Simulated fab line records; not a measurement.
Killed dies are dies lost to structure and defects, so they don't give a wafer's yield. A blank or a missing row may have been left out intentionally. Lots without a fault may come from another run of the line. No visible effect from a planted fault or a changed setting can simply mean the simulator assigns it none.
Chamber matching ; flow sky130 ; SKY_CAP2M_CVD_00 on pecvd-04: 3 sister chambers
The step deposits SiO2, target thk 15.5 nm. 3 wafers are shown with their chamber, then 8 later ones without.

WAFERS, EACH WITH ITS CHAMBER
wafer;chamber;heaterPowerW (W)
L089.1;2;931
L089.4;0;914
L092.2;1;730

WAFERS MISSING THEIR CHAMBER
wafer;heaterPowerW (W)
L092.4;871
L092.6;904
L093.2;906
L093.3;977
L093.4;764
L097.1;983
L097.3;741
L097.4;1029

EACH ONE'S CHAMBER
wafer;from the rows above;in truth
L092.4;can't be placed: 0 or 2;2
L092.6;can't be placed: 0 or 2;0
L093.2;can't be placed: 0 or 2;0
L093.3;can't be placed: 2 or 0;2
L093.4;1;1
L097.1;can't be placed: 2 or 0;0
L097.3;1;1
L097.4;can't be placed: 2 or 0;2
Correctly placed: 2 of 8. Cannot be placed on the basis of these rows: 6; the candidates contain the true chamber in 6. Placed wrongly: 0.
How it was worked out, from the rows above alone: a wafer's distance from a chamber is the root of the sum, over the readings, of the square of ((its reading less the chamber's mean) divided by the reading's scatter). If the next closest chamber is less than 2 further off than the closest, the wafer can't be placed; otherwise it belongs to the closest. Each chamber's mean is taken over the wafers shown for it. The scatter: with one shown wafer a chamber, the root of the mean of the squares of how far each hidden wafer lies from its nearest shown one.
